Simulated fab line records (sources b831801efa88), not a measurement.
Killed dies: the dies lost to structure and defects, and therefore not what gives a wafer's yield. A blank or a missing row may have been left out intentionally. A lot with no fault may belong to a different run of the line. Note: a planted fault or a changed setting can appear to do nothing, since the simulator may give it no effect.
Chamber matching | flow gf180mcu | GF_STI_ETCH_14 on rie_si-02: 4 sister chambers
The step etches Si in HBr/Cl2/O2, target depth 360 nm, time 102.9 s. 14 wafers are shown with their chamber, then 7 later ones without.

## WAFERS, EACH WITH ITS CHAMBER
wafer  | chamber | drypump_motor_current_A (A) | throttle_valve_pct (%) | oes_product_au (a.u.)
L494.1 | 1       | 5.0                         | 25.638                 | 1.008
L494.2 | 0       | 5.3                         | 25.652                 | 1.023
L494.3 | 2       | 5.8                         | 25.634                 | 1.017
L499.1 | 0       | 5.3                         | 25.657                 | 1.007
L499.4 | 3       | 5.9                         | 25.677                 | 0.993
L499.6 | 1       | 4.9                         | 25.660                 | 1.000
L503.1 | 2       | 5.8                         | 25.651                 | 1.019
L503.5 | 0       | 5.3                         | 25.648                 | 1.003
L503.6 | 2       | 5.8                         | 25.643                 | 1.009
L506.1 | 0       | 5.3                         | 25.644                 | 1.006
L506.3 | 1       | 4.9                         | 25.654                 | 0.995
L506.5 | 1       | 5.0                         | 25.656                 | 0.998
L509.1 | 1       | 4.9                         | 25.665                 | 0.995
L509.2 | 0       | 5.3                         | 25.644                 | 1.014

SIGNATURES (means of the wafers above)
reading                 | chamber 0 | chamber 1 | chamber 2 | chamber 3 | scatter within a chamber
drypump_motor_current_A | 5.300     | 4.940     | 5.800     | 5.900     | 0.0346
throttle_valve_pct      | 25.64900  | 25.65460  | 25.64267  | 25.67700  | 0.00827
oes_product_au          | 1.01060   | 0.99920   | 1.01500   | 0.99300   | 0.00654
Rule: a wafer lies at a distance from a chamber equal to the root of the sum of squares, over the readings, of (its reading less the chamber's mean, divided by the reading's scatter). The wafer belongs to the nearest chamber; if the next one is less than 2 further off, it can't be placed. The scatter: the root of (the sum of the squares of (reading less its chamber's mean) over the shown wafers, divided by (wafers less chambers)).

## WAFERS WHOSE CHAMBER IS MISSING
wafer  | drypump_motor_current_A (A) | throttle_valve_pct (%) | oes_product_au (a.u.)
L509.4 | 5.9                         | 25.669                 | 0.994
L511.1 | 5.0                         | 25.658                 | 0.998
L511.2 | 5.3                         | 25.626                 | 1.014
L511.6 | 4.9                         | 25.651                 | 1.015
L513.1 | 5.8                         | 25.657                 | 1.007
L513.4 | 5.3                         | 25.662                 | 0.998
L513.5 | 5.8                         | 25.650                 | 1.006

## THE CHAMBER EACH PASSED THROUGH
wafer  | from the rows above | in truth
L509.4 | 3                   | 3
L511.1 | 1                   | 1
L511.2 | 0                   | 0
L511.6 | 1                   | 1
L513.1 | 2                   | 2
L513.4 | 0                   | 0
L513.5 | 2                   | 2
7 of 7 placed correctly. From these rows, 0 cannot be placed. Number placed wrongly: 0.
